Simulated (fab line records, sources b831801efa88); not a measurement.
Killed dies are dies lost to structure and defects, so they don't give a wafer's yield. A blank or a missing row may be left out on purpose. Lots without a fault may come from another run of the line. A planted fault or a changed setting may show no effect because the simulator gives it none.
Which tool did it? | flow gf180mcu | 13 lots, 39 wafers sampled, at 1 step of a route of 602

WHAT THE GAUGES READ, wafer by wafer
GF_V5_BOW_MEAS_05. Usual: V5_BOW 132 um, standard deviation 9.6.
lot  | measured     | on            | V5_BOW (um) | flag
L438 | day 26 11:24 | film_metro-04 | 145 132 136 |
L439 | day 26 22:05 | film_metro-02 | 144 137 142 |
L442 | day 28 00:21 | film_metro-01 | 140 131 131 |
L443 | day 28 04:07 | film_metro-01 | 151 146 144 |
L445 | day 29 01:35 | film_metro-01 | 141 150 139 |
L446 | day 29 01:59 | film_metro-01 | 120 132 125 |
L448 | day 29 12:44 | film_metro-04 | 138 148 150 |
L447 | day 29 15:56 | film_metro-01 | 144 146 142 |
L449 | day 30 05:45 | film_metro-01 | 113 127 128 |
L450 | day 30 07:49 | film_metro-04 | 149 143 140 |
L452 | day 30 20:03 | film_metro-04 | 125 136 113 |
L458 | day 32 08:04 | film_metro-02 | 119 127 129 |
L460 | day 33 04:05 | film_metro-01 | 120 117 127 |

WHICH TOOL RAN EACH LOT (tool, then ch and the chambers of the sampled wafers, then the start)
The record holds no process step before these readings.

WHAT THE TOOLS THEMSELVES READ (means of the sampled wafers that have a number; where no wafer has one, the mark that the record gives instead)
The record holds no such reading with a usual standard deviation.

THE ANSWER, worked out from the rows above alone
Rule: a lot is off if the mean of its wafers that have a number lies more than 3 standard deviations from the usual mean. A lot without any number at a reading at which 4 lots or more have one is off too. The other lots that the step has rows for count as sound. The gauges are gone through in route order, then the tools' own readings, and for those a lot's mean is taken as printed above. The first step at which some lot is off is used, and at that step the reading that is off furthest; a lot without a number counts as furthest.
No lot is off at any reading shown: from this, nothing can be told.

WHAT THE SIMULATOR HAD PUT IN
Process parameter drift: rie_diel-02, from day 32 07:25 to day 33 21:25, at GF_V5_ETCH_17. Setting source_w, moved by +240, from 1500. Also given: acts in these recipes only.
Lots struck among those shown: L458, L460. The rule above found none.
